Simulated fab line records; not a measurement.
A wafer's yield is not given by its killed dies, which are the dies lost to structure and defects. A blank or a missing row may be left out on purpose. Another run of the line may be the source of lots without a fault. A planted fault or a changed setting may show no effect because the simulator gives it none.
Which of the tools did it? + flow sky130 + 11 lots with 33 wafers sampled at 4 steps, on a route of 708 steps

WHAT EACH GAUGE READ, for each wafer
SKY_VIA2_THK_MEAS_01.
| lot  | measured     | on            | VIA2_HDPCVD_THK (nm) |
|------|--------------|---------------|----------------------|
| L762 | day 35 12:04 | film metro-02 | 1200 1192 1186       |
| L765 | day 36 06:22 | film metro-03 | 1177 1171 1177       |
| L766 | day 36 14:48 | film metro-02 | 2378 2366 2381       |
| L768 | day 37 14:32 | film metro-03 | 2406 2395 2407       |
| L773 | day 38 15:35 | film metro-02 | 1190 1184 1176       |
| L772 | day 38 17:17 | film metro-02 | 2381 2361 2392       |
| L775 | day 39 12:51 | film metro-03 | 1211 1199 1204       |
| L782 | day 41 12:20 | film metro-01 | 1193 1176 1176       |
| L783 | day 41 14:48 | film metro-02 | 1172 1164 1177       |
| L784 | day 41 19:13 | film metro-01 | 1179 1178 1189       |
| L785 | day 42 11:38 | film metro-01 | 1180 1185 1181       |

WHICH TOOL RAN EACH LOT (tool, then ch and the chambers of the sampled wafers, then the start)
| lot  | SKY_METAL2_DESCUM_17              | SKY_METAL2_ETCH_18                | SKY_VIA2_HDPCVD_00               |
|------|-----------------------------------|-----------------------------------|----------------------------------|
| L762 | rie metal-04 ch 0,1, day 35 11:08 | rie metal-04 ch 0,1, day 35 11:10 | hdpcvd-01 ch 0,2, day 35 11:55   |
| L765 | rie metal-04 ch 1, day 36 05:23   | rie metal-04 ch 1, day 36 05:25   | hdpcvd-01 ch 1,2, day 36 06:14   |
| L766 | rie metal-04 ch 0,1, day 36 12:43 | rie metal-04 ch 0,1, day 36 12:46 | hdpcvd-01 ch 1,2, day 36 14:03   |
| L768 | rie metal-01 ch 0,1, day 37 13:20 | rie metal-01 ch 0,1, day 37 13:23 | hdpcvd-01 ch 0,1, day 37 14:07   |
| L773 | rie metal-03 ch 0,1, day 38 14:35 | rie metal-03 ch 0,1, day 38 14:37 | hdpcvd-02 ch 0,1,2, day 38 15:28 |
| L772 | rie metal-01 ch 0,1, day 38 15:56 | rie metal-01 ch 0,1, day 38 15:58 | hdpcvd-01 ch 1,2, day 38 16:49   |
| L775 | rie metal-03 ch 0,1, day 39 11:56 | rie metal-03 ch 0,1, day 39 11:58 | hdpcvd-01 ch 0,1,2, day 39 12:44 |
| L782 | rie metal-01 ch 0,1, day 41 11:23 | rie metal-01 ch 0,1, day 41 11:26 | hdpcvd-01 ch 0,1,2, day 41 12:12 |
| L783 | rie metal-01 ch 0,1, day 41 13:52 | rie metal-01 ch 0,1, day 41 13:55 | hdpcvd-02 ch 0,1,2, day 41 14:40 |
| L784 | rie metal-01 ch 0,1, day 41 18:18 | rie metal-01 ch 0,1, day 41 18:21 | hdpcvd-02 ch 1,2, day 41 19:04   |
| L785 | rie metal-04 ch 0,1, day 42 10:38 | rie metal-04 ch 0,1, day 42 10:40 | hdpcvd-01 ch 1,2, day 42 11:30   |
- SKY_METAL2_DESCUM_17: chemistry O2, time 8 s.
- SKY_METAL2_ETCH_18: etches BARC in N2/H2, stops on SiO2, time 45.9 s, target depth 60 nm.
- SKY_VIA2_HDPCVD_00: deposits SiO2, target thk 1180 nm, time 196.7 s.

THE ANSWER, worked out from the rows above alone
Rule: the usual values come from the lots themselves. The widest of any qualifying gaps counts: lots, ordered by their means at a reading, are off when they make up no more than a third of the lots, leave a main group of 4 or more, and stand apart from it by 3 or more times the standard deviation of that group's means. If all means in a main group match to the digits the tables above print for the reading, that group is not used. Also off: a lot with no number at a reading for which 4 or more lots have one. The other lots that the step has rows for count as sound.
Off: L766, L768, L772, seen at SKY_VIA2_THK_MEAS_01 (VIA2_HDPCVD_THK). Mean 1184 nm and standard deviation 9.8 in the main group.
A tool fits if, at a process step before that reading, it ran every lot that is off, and no sound lot after the first of them. Those tools and the gauges at SKY_VIA2_THK_MEAS_01 are tried in the same way. Not one of the candidates tried fits.

WHAT WAS PUT IN BY THE SIMULATOR
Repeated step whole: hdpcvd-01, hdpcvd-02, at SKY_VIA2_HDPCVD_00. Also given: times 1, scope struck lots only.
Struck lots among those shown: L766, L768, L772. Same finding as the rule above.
